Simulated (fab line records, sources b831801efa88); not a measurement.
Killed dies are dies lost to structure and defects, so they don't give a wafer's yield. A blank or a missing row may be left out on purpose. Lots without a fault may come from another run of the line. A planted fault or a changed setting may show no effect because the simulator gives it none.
A struck lot beside a sound one | flow gf180mcu | 16 steps out of a route of 602
Sound: wafers L539.1, L539.2, L539.4. Struck: wafers L542.3, L542.4, L542.6. The cause comes at the end.
At each step with rows: each side's tool, then ch and its chambers, then its first start. Under that, the readings that differ: sound wafers | struck wafers | difference of the means | sigmas: that difference in standard deviations of wafers without a fault.
alike: readings whose means differ by less than 2 such deviations, and words and numbers that are the same on both sides. not compared: withheld readings, readings that some wafer has no value for, bounds like >300 that may hide the same value, and numbers for which the record gives no deviation and whose values overlap.
The two part at a step that has a row with sigmas, a row that says differs or no value, or rows on one side only. Numbers that don't overlap but have no deviation are shown without sigmas and don't part them. A reading that every wafer of one side lacks parts them only if that side has two wafers or more.

first, 4 steps without rows for these wafers: GF_M1_SOFTBAKE_10 (time 60 s); GF_M1_EXPOSE_11 (exposes mask Metal1, target cd 230 nm); GF_M1_PEB_12 (peb time 90 s); GF_M1_DEVELOP_13 (develop time 60 s).
GF_M1_CD_MEAS_14: target cd 230 nm.
  sound on cd_sem-02, day 20 06:59; struck on cd_sem-02, day 21 05:38
  alike: cd_nm
GF_M1_OVL_MEAS_15:
  sound on overlay-02, day 20 07:07; struck on overlay-01, day 21 05:44
  alike: M1_OVL
GF_M1_METAL_ETCH_16: etches the open film in Cl2/BCl3, stops on SiO2, target depth 750.8 nm, time 125.1 s.
  sound on rie_metal-01 ch 0,1, day 20 07:08; struck on rie_metal-01 ch 0,1, day 21 05:48
  alike: chamber_pressure_mTorr, drypump_motor_current_A, mfc_cl2_sccm, oes_product_au, throttle_valve_pct
  not compared: rf_hours_counter_h
GF_M1_STRIP_17: strips in O2/N2.
  sound on plasma_asher-02 ch 0,1, day 20 07:16; struck on plasma_asher-04 ch 0,1, day 21 05:55
  alike: chamber_pressure_mTorr, drypump_motor_current_A, heater_power_w, n2_flow_sccm, oes_product_au, strip_time_to_endpoint_s
  not compared: rf_hours_counter_h
then, 3 steps without rows for these wafers: GF_M1_STRIP_18 (strips in post etch residue remover, time 1200 s); GF_M1_CLEAN_19 (cleans in DIW); GF_V1_CVD_00 (deposits SiO2, target thk 600 nm, time 100 s).
GF_V1_THK_MEAS_01:
  sound on film_metro-01, day 20 07:53; struck on film_metro-01, day 21 06:31
  alike: V1_CVD_00_THK
GF_V1_CVD_02: deposits SiO2 from TEOS, target thk 850 nm, time 94.851 s.
  sound on pecvd-01 ch 1,2, day 20 07:56; struck on pecvd-01 ch 0,1,2, day 21 06:33
  reading                             | sound             | struck            | difference | sigmas
  rf_fwd_power_W (W)                  | 598.5 595.6 593.9 | 500.8 501.2 500.4 | -95.2      | -38
  model.SiO2_of_V1_CVD_02.thk_nm (nm) | 848.7 850.8 855.2 | 803.9 808.5 820.3 | -40.7      |
  alike: heater_power_w, susceptor_temp_C
GF_V1_THK_MEAS_03:
  sound on film_metro-04, day 20 08:01; struck on film_metro-02, day 21 06:38
  reading            | sound       | struck      | difference | sigmas
  V1_CVD_02_THK (nm) | 849 851 855 | 804 809 820 | -41        | -3
GF_V1_CMP_04: polishes SiO2.
  sound on cmp-01 ch 0,2,3, day 20 08:04; struck on cmp-02 ch 0,1,2, day 21 07:10
  reading                | sound    | struck   | difference | sigmas
  time_to_endpoint_s (s) | 79 84 82 | 61 64 65 | -18        | -3
  alike: head_pressure_psi, motor_current_A
GF_V1_BOW_MEAS_05:
  sound on film_metro-02, day 20 08:22; struck on film_metro-02, day 21 07:25
  alike: V1_BOW

WHERE THEY PART
First at GF_V1_CVD_02; last, within this record, at GF_V1_CMP_04. Later steps at which nothing parts them and some readings are alike: GF_V1_BOW_MEAS_05.

WHY: what the simulator had put in
Process parameter drift: pecvd-01, from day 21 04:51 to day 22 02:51, at GF_V1_CVD_02. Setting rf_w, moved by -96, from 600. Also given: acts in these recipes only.
